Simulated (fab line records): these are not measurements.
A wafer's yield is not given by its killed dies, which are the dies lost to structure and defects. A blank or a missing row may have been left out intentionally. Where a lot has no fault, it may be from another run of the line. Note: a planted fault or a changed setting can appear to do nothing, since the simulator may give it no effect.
Problem report in the 8D (eight disciplines) form, filled by code | flow sky130 | the parts of the form that need people (team, actions taken, sign-off) are left out

1. PROBLEM STATEMENT
Wafers free of any fault read 68.53 ohm/sq (standard deviation 0.15) for SD_N_RS at SKY_SD_N_RS_MEAS_16, against a mean of 71.38 ohm/sq on 6 wafers of 2 lots. That is +19 standard deviations from the usual mean.
The step: measures by four-point-probe.
Earliest sighting: wafer L267.2 on film-metro-04 at day 32 11:51. At this step, 33 wafers from 11 lots have a number in the record. By rule, "out" or "out of limits" means more than 4 standard deviations away from the usual mean. The rest of the wafers with a number are treated as sound.

2. WHAT IT IS AND WHAT IT IS NOT
question                    | is                     | is not
which readings at this step | SD_N_RS                | -
which lots                  | L267, L269             | L255, L256, L258, L260, L262, L263, L268, L276, L277
which wafers of those lots  | all that have a number | -
read on which gauges        | film-metro-04          | film-metro-01, film-metro-03
when                        | from day 32 11:51      | up to then (18 sound wafers); but 9 sound wafers of L268, L276, L277 came after

3. THE SUSPECTS, EACH WITH WHAT RULES IT OUT
Counting: a tool at any process step up to the reading remains a suspect when it ran all the lots that are out and ran no sound lot after the first of those.
- the gauge at SKY_SD_N_RS_MEAS_16: kept. All the wafers that are out were read on film-metro-04, and no step on other tools shows them out.
- rtp-anneal-02 at SKY_SD_N_RTA_14 (time 2 s): ruled out as a lasting fault. The sound lots L277 went through it after L267, its earliest lot that is out (day 32 11:40).
Remaining after the count: film-metro-04 at SKY_SD_N_RS_MEAS_16.

4. THE CAUSE (what the simulator had put in)
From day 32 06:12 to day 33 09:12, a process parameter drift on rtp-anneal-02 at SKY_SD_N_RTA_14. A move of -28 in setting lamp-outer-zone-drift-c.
It was ruled out by counting, in error; the rule expects a fault to strike all lots run on its tool from its start on, and this fault did not.

5. THE EFFECT CHAIN, in route order
Each row: a reading where the mean over the struck wafers with a number is more than 3 standard deviations away from the usual. Scope: only readings with a usual standard deviation given in the record; hours: median across lots of the time from each lot's start at the first step in this table that gives one to its start at this step; sigmas: change in usual standard deviations.
hours | step                | reading | usual        | on struck wafers | change | sigmas
0     | SKY_SD_N_RS_MEAS_16 | SD_N_RS | 68.53 ohm/sq | 71.38            | +2.85  | +19
5     | SKY_SD_N_RS_MEAS_17 | SD_P_RS | 147.0 ohm/sq | 162.7            | +15.7  | +35

6. HOW IT WOULD HAVE BEEN CAUGHT EARLIER
6 hours passed between the start of the fault at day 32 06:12 and the first reading out of limits at a measuring or inspecting step in this record, taken at day 32 11:51.
Of the tool readings at SKY_SD_N_RTA_14 for which the record gives a usual standard deviation, none was out on any struck wafer, so an alarm limit of 4 standard deviations on them would not have fired.
